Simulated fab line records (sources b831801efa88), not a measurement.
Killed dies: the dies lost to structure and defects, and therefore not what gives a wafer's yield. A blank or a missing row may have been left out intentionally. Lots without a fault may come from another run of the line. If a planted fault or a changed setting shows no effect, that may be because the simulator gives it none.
8D (eight disciplines) problem report, filled in by code -- flow gf180mcu -- the parts of the form that need people (team, actions taken, sign-off) are left out

== 1. WHAT WENT WRONG ==
Wafers without a fault read 0.833 a.u., standard deviation 0.0061; oes product au at GF_STI_ETCH_13 reads a mean of 0.799 a.u. on 3 wafers belonging to 2 lots. That puts it -5.6 standard deviations away from the usual mean.
The step: etches the open film in CHF3/O2, stops on Si, target depth 282.31 nm, time 112.9 s.
Seen first at day 3 04:33 on rie diel-04, wafer L767.1. At this step, 39 wafers from 14 lots have a number in the record. Rule for "out", or "out of limits": more than 4 standard deviations from the usual mean. All remaining wafers that have a number are taken as sound.

== 2. WHAT IT IS, AND WHAT IT ISN'T ==
question,is,is not
which readings at this step,oes product au,"drypump motor current A, throttle valve pct"
which lots,"L767, L768","L762, L763, L771, L772, L773, L774, L775, L776, L780, L782, L783, L784"
which wafers of those lots,all that have a number,-
read on which tools,rie diel-04,"rie diel-02, rie diel-03"
when,from day 3 04:33,"up to then (6 sound wafers); but 30 sound wafers of L771, L772, L773, L774, L775, L776, L780, L782, L783, L784 came after"

== 3. THE SUSPECTS, EACH WITH WHAT RULES IT OUT ==
Counting: a tool at a process step up to the reading stays a suspect if it ran every lot that is out and no sound lot after the first of them.
- rie diel-04 at GF_STI_ETCH_13 (etches the open film in CHF3/O2, stops on Si, target depth 282.31 nm, time 112.9 s): kept. It ran every lot that is out, first L767 (day 3 04:33), and no sound lot after that. Its own oes product au readings are out on those wafers.
After counting, what remains is rie diel-04 at GF_STI_ETCH_13.

== 4. THE CAUSE (what the simulator had put in) ==
rie diel-04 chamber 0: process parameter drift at GF_STI_ETCH_13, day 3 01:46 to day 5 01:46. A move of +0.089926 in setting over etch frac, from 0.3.
Only this tool survived the counting.

== 5. THE EFFECT CHAIN, in route order ==
One row per reading whose mean, taken over the struck wafers that have a number, lies over 3 standard deviations from the usual. Only readings for which the record gives a usual standard deviation are gone through. hours: the time from each lot's start at the first step in this table that gives one to its start at this step, as a median over the lots. sigmas: the change in usual standard deviations.
hours,step,reading,usual,on struck wafers,change,sigmas
0,GF_STI_ETCH_13,oes product au,0.833 a.u.,0.799,-0.034,-5.6
Its process steps:
- GF_STI_ETCH_13: etches the open film in CHF3/O2, stops on Si, target depth 282.31 nm, time 112.9 s.
Later measuring or inspecting steps at which every struck wafer that the step has a row for has a number for every such reading, and none has moved that far: GF_NSD_CD_MEAS_07.

== 6. WHAT WOULD HAVE CAUGHT IT SOONER ==
3 hours passed between the start of the fault at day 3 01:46 and the first reading out of limits in this record, taken at day 3 04:33.
